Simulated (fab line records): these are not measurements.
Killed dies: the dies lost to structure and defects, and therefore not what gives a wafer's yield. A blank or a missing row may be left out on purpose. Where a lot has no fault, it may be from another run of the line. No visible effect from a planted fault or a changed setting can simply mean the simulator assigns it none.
fab line records    flow gf180mcu
[record] lots = 12  wafers = 36  last-day = 34
route steps=602 shown V3@455 M4@462 V4@478
lots that met no fault: taken from a fault-free run of the same line
start-h: start of the lot's first displayed wafer, in hours after the record's first day    wait-h: hours since the lot's step before    " the same as in the row above    L1.1+2: a row that stands for several wafers    - value missing, or start not given    * or withheld: withheld    < > ~ a bound
route shown NAME@n: NAME is a module with steps in the file, n the number in the route of the first one    usual: average and standard deviation across the fault-free wafers    same: alike in all rows    chamber/n: place in a boat    sites: readings site by site    _std_site: standard deviation across them    _edge_site: mean of outer sites minus mean of inner sites    radius-mm: for every site, how far away it sits from the centre of the wafer    mask NAME#n: copy n    behind: the tool/chamber that last shaped the wafer    hold: the reason the lot was held/the length of the hold in hours/how it ended    device: transistor that didn't switch, given as n, p or np    end of line: tests of these same wafers at the route's end    a step with no rows: only its recipe    killed: at the first sort, the dies lost to defects and structure; wafer yield is something else    map: dies across one wafer; x = killed, . = not, _ = none there
set.NAME: the setting that was run; set.NAME@STEP: the one run at that earlier step    model.NAME: the simulator's own value behind a step, which no gauge read
one table for each step of the route and one row for each wafer, over a sample of lots
services: when a tool's chamber went out of use (start-h, in hours from the record's first day, below 0 if earlier), for how many hours, and the reason
[[steps]]
[step GF_V3_CMP_26]
[recipe] stop-on = SiO2  down-force-psi = 3.5  platen-rpm = 60  t-overpolish-s = 15  target-thk-nm = 0  pad-velocity-m-s = 0.94248
[usual] motor-current-A = 11.1/0.92  overpolish-run-s = 14.998/0.0089  time-to-endpoint-s = 86.0/2.8
[same] t-overpolish-s = 15
lot.wafer  tool    chamber  start-h  wait-h  motor-current-A  overpolish-run-s  time-to-endpoint-s
L431.4     cmp-02  0        518.39   0.0     11.6             14.988            85.7
L431.2     "       2        "        "       12.4             14.994            87.8
L431.6     "       1        "        "       11.4             15.000            85.9
L433.4     cmp-01  0        537.84   0.0     9.9              14.997            86.3
L433.3     "       2        "        "       11.8             15.001            89.7
L433.5     "       0        "        "       9.5              14.993            85.2
L434.1     cmp-02  2        541.93   0.1     12.3             14.991            79.4
L434.3     "       0        "        "       11.4             14.984            78.0
L434.5     "       2        "        "       12.0             15.009            83.9
L435.1     cmp-02  3        555.83   0.1     9.5              15.012            86.4
L435.4     "       1        "        "       11.1             14.991            91.0
L435.5     "       0        "        "       11.0             14.992            82.5
L438.3     cmp-01  2        571.64   0.1     11.8             15.006            91.4
L438.2     "       3        "        "       12.4             14.995            86.4
L438.5     "       1        "        "       11.3             15.005            86.1
L441.4     cmp-02  2        603.11   0.0     11.8             14.982            85.7
L441.3     "       3        "        "       10.0             15.013            85.4
L441.2     "       0        "        "       11.2             14.991            82.6
L444.4     cmp-01  1        626.59   0.0     10.7             14.998            85.1
L444.1     "       2        "        "       11.5             15.001            86.2
L444.3     "       0        "        "       9.5              14.995            88.9
L450.2     cmp-02  3        662.81   0.1     9.3              14.987            82.6
L450.1     "       0        "        "       10.8             15.003            82.0
L450.5     "       3        "        "       9.7              15.011            85.8
L451.4     cmp-01  1        675.38   0.0     10.5             14.991            84.9
L451.3     "       0        "        "       9.6              14.991            87.5
L451.5     "       2        "        "       11.7             14.989            85.6
L452.4     cmp-01  2        677.45   0.0     11.4             14.992            88.6
L452.3     "       0        "        "       10.3             14.994            89.4
L452.1     "       1        "        "       11.3             15.004            86.8
L453.1     cmp-02  1        684.51   0.1     10.7             15.014            88.4
L453.5     "       0        "        "       11.4             14.999            85.0
L453.6     "       1        "        "       11.1             14.987            87.6
L454.4     cmp-01  3        694.52   0.0     12.4             15.010            88.0
L454.3     "       0        "        "       10.2             15.006            90.8
L454.1     "       1        "        "       10.8             15.001            87.2
[step GF_M4_THK_MEAS_06]
[recipe] thk-meas-gauge = xrf  reads = AlCu_of_M4_SPUTTER_02
[usual] M4_ALCU_THK = 450/4
lot.wafer  tool           chamber  start-h  wait-h  M4_ALCU_THK[nm]
L431.2     film-metro-02  -        519.04   0.1     452
L431.4     "              -        "        "       453
L431.6     "              -        "        "       452
L433.3     film-metro-04  -        538.50   0.1     448
L433.4     "              -        "        "       442
L433.5     "              -        "        "       445
L434.1     film-metro-02  -        542.52   0.1     449
L434.3     "              -        "        "       445
L434.5     "              -        "        "       451
L435.1     film-metro-01  -        556.47   0.1     448
L435.4     "              -        "        "       443
L435.5     "              -        "        "       444
L438.2     film-metro-04  -        572.19   0.1     447
L438.3     "              -        "        "       446
L438.5     "              -        "        "       446
L441.2     film-metro-01  -        603.76   0.1     452
L441.3     "              -        "        "       445
L441.4     "              -        "        "       454
L444.1     film-metro-04  -        627.23   0.1     451
L444.3     "              -        "        "       450
L444.4     "              -        "        "       448
L450.1     film-metro-02  -        663.40   0.1     453
L450.2     "              -        "        "       451
L450.5     "              -        "        "       450
L451.3     film-metro-04  -        676.04   0.1     455
L451.4     "              -        "        "       453
L451.5     "              -        "        "       451
L452.1     film-metro-02  -        678.09   0.1     450
L452.3     "              -        "        "       444
L452.4     "              -        "        "       448
L453.1     film-metro-02  -        685.10   0.1     450
L453.5     "              -        "        "       451
L453.6     "              -        "        "       450
L454.1     film-metro-04  -        695.16   0.1     455
L454.3     "              -        "        "       450
L454.4     "              -        "        "       455
[step GF_V4_CVD_02]
[recipe] material = SiO2  target-thk-nm = 850  precursor = TEOS  temp-c = 400  time-s = 94.851  rf-w = 600
[usual] heater-power-w = 709/87
[same] time-s = 94.851
lot.wafer  tool      chamber  start-h  wait-h  heater-power-w
L431.2     pecvd-01  2        542.41   0.0     923
L431.4     "         1        "        "       753
L431.6     "         0        "        "       515
L433.3     pecvd-01  1        561.52   0.0     769
L433.4     "         0        "        "       640
L433.5     "         2        "        "       899
L434.1     pecvd-02  1        565.21   0.1     638
L434.3     "         0        "        "       668
L434.5     "         1        "        "       708
L435.1     pecvd-02  1        579.58   0.1     626
L435.4     "         2        "        "       803
L435.5     "         1        "        "       728
L438.2     pecvd-04  2        594.00   0.0     714
L438.3     "         1        "        "       681
L438.5     "         2        "        "       598
L441.2     pecvd-04  0        625.49   0.0     685
L441.3     "         2        "        "       756
L441.4     "         0        "        "       731
L444.1     pecvd-01  2        648.85   0.1     879
L444.3     "         0        "        "       603
L444.4     "         1        "        "       731
L450.1     pecvd-01  2        683.82   0.1     898
L450.2     "         1        "        "       788
L450.5     "         0        "        "       661
L451.3     pecvd-04  2        696.11   0.0     756
L451.4     "         1        "        "       627
L451.5     "         0        "        "       749
L452.1     pecvd-01  0        698.08   0.1     601
L452.3     "         2        "        "       779
L452.4     "         1        "        "       742
L453.1     pecvd-02  0        703.78   0.1     625
L453.5     "         1        "        "       740
L453.6     "         0        "        "       667
L454.1     pecvd-04  2        714.20   0.1     677
L454.3     "         1        "        "       783
L454.4     "         2        "        "       726
[step GF_V4_CMP_04]
[recipe] material = SiO2  down-force-psi = 4  platen-rpm = 60  pad-velocity-m-s = 0.94248
[usual] motor-current-A = 12.1/1  time-to-endpoint-s = 82/4.9
lot.wafer  tool    chamber  start-h  wait-h  motor-current-A  time-to-endpoint-s
L431.4     cmp-01  0        542.64   0.1     11.1             75
L431.2     "       1        "        "       11.5             74
L431.6     "       3        "        "       13.4             80
L433.3     cmp-02  3        561.75   0.1     11.2             81
L433.4     "       0        "        "       12.1             86
L433.5     "       1        "        "       12.2             87
L434.3     cmp-01  3        565.34   0.0     12.6             84
L434.1     "       2        "        "       11.9             88
L434.5     "       3        "        "       13.1             91
L435.4     cmp-02  0        579.82   0.1     12.9             78
L435.1     "       2        "        "       13.9             77
L435.5     "       0        "        "       12.6             75
L438.2     cmp-02  0        594.23   0.1     12.1             81
L438.3     "       1        "        "       11.6             87
L438.5     "       2        "        "       13.7             94
L441.4     cmp-02  0        625.65   0.0     11.9             61
L441.2     "       1        "        "       12.3             82
L441.3     "       2        "        "       12.9             82
L444.3     cmp-01  3        648.98   0.0     13.2             80
L444.1     "       0        "        "       10.2             78
L444.4     "       1        "        "       11.6             78
L450.1     cmp-01  3        683.95   0.1     12.9             85
L450.2     "       0        "        "       10.8             87
L450.5     "       3        "        "       13.5             92
L451.4     cmp-01  2        696.29   0.1     12.8             89
L451.3     "       0        "        "       10.6             78
L451.5     "       1        "        "       11.9             88
L452.1     cmp-01  3        698.21   0.1     13.0             74
L452.3     "       0        "        "       10.6             76
L452.4     "       2        "        "       12.6             78
L453.1     cmp-01  2        704.06   0.2     12.5             88
L453.5     "       3        "        "       14.1             90
L453.6     "       0        "        "       10.7             88
L454.3     cmp-02  2        714.33   0.0     13.5             82
L454.1     "       3        "        "       10.4             86
L454.4     "       1        "        "       11.7             88
[step GF_V4_ETCH_17]
[recipe] chemistry = C4F8/O2/Ar  mask-material = KrF  target = SiO2  stop-on = TiN  source-w = 1500  bias-w = 1200  pressure-mtorr = 40  c4f8-flow-sccm = withheld  O2_flow_sccm = 6  Ar_flow_sccm = 300  time-s = withheld  target-depth-a = 6300
[usual] oes-product-au = 0.856/0.0045
lot.wafer  tool         chamber  start-h  wait-h  oes-product-au
L431.2     rie-diel-04  3        -        -       0.854
L431.4     "            1        "        "       0.859
L431.6     "            1        "        "       0.858
L433.3     rie-diel-03  2        -        -       0.863
L433.4     "            3        "        "       0.852
L433.5     "            1        "        "       0.858
L434.1     rie-diel-02  3        -        -       0.865
L434.3     "            2        "        "       0.861
L434.5     "            2        "        "       0.858
L435.1     rie-diel-04  1        -        -       0.858
L435.4     "            2        "        "       0.861
L435.5     "            3        "        "       0.861
L438.2     rie-diel-03  2        -        -       0.865
L438.3     "            1        "        "       0.866
L438.5     "            3        "        "       0.861
L441.2     rie-diel-04  0        -        -       0.849
L441.3     "            2        "        "       0.848
L441.4     "            1        "        "       0.900
L444.1     rie-diel-03  2        -        -       0.856
L444.3     "            1        "        "       0.850
L444.4     "            3        "        "       0.853
L450.1     rie-diel-03  1        -        -       0.852
L450.2     "            0        "        "       0.856
L450.5     "            2        "        "       0.851
L451.3     rie-diel-02  0        -        -       0.853
L451.4     "            3        "        "       0.853
L451.5     "            2        "        "       0.851
L452.1     rie-diel-02  3        -        -       0.853
L452.3     "            1        "        "       0.850
L452.4     "            2        "        "       0.852
L453.1     rie-diel-02  0        -        -       0.850
L453.5     "            0        "        "       0.856
L453.6     "            1        "        "       0.850
L454.1     rie-diel-02  3        -        -       0.855
L454.3     "            2        "        "       0.855
L454.4     "            1        "        "       0.849
[[services]]
tool         chamber  start-h  hours  kind
cmp-02       -        520.35   5.3    pm
rie-diel-02  0        525.70   15.2   repair
rie-diel-03  2        531.28   7.5    repair
rie-diel-02  -        541.66   0.4    repair
rie-diel-02  1        549.86   2.5    repair
rie-diel-03  0        551.43   3.7    repair
rie-diel-02  3        553.07   7.3    repair
cmp-01       -        556.35   4.9    pm
rie-diel-02  3        563.36   11.2   repair
pecvd-01     2        571.99   3.7    repair
cmp-01       -        572.14   4.0    pm
cmp-01       -        580.80   0.6    repair
cmp-01       -        591.36   1.2    repair
rie-diel-02  3        596.66   32.4   repair
rie-diel-03  3        596.70   4.1    repair
pecvd-04     1        608.01   30.7   repair
cmp-02       -        610.54   4.7    repair
pecvd-04     -        633.20   0.5    repair
pecvd-01     -        645.76   2.8    pm
cmp-02       -        648.92   6.2    repair
cmp-01       -        659.63   1.8    repair
cmp-01       -        661.98   1.4    repair
cmp-02       -        669.67   9.1    pm
cmp-02       -        725.88   0.2    repair
[[key]]
[first-sign] step = GF_V4_CMP_04  reading = time-to-endpoint-s  direction = down  sigmas = 4.2  usual = *  struck = *
[effect] step = GF_V4_ETCH_17  reading = oes-product-au  direction = up  sigmas = 9.8  usual = 0.856  struck = 0.900
met-at GF_V4_CMP_04
struck-lots L441
struck-wafers L441.4
not-acting-at GF_V3_CMP_26,GF_M4_THK_MEAS_06,GF_V4_CVD_02
onset-between 594.23 625.65
[fault] kind = process-parameter-drift  tool = cmp-02  chamber = 0  onset-h = 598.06  steps = GF_V4_CMP_04  channel = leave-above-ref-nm  offset = 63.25  shape = step  end-h = 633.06  acts-in = these-recipes-only  stated = 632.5
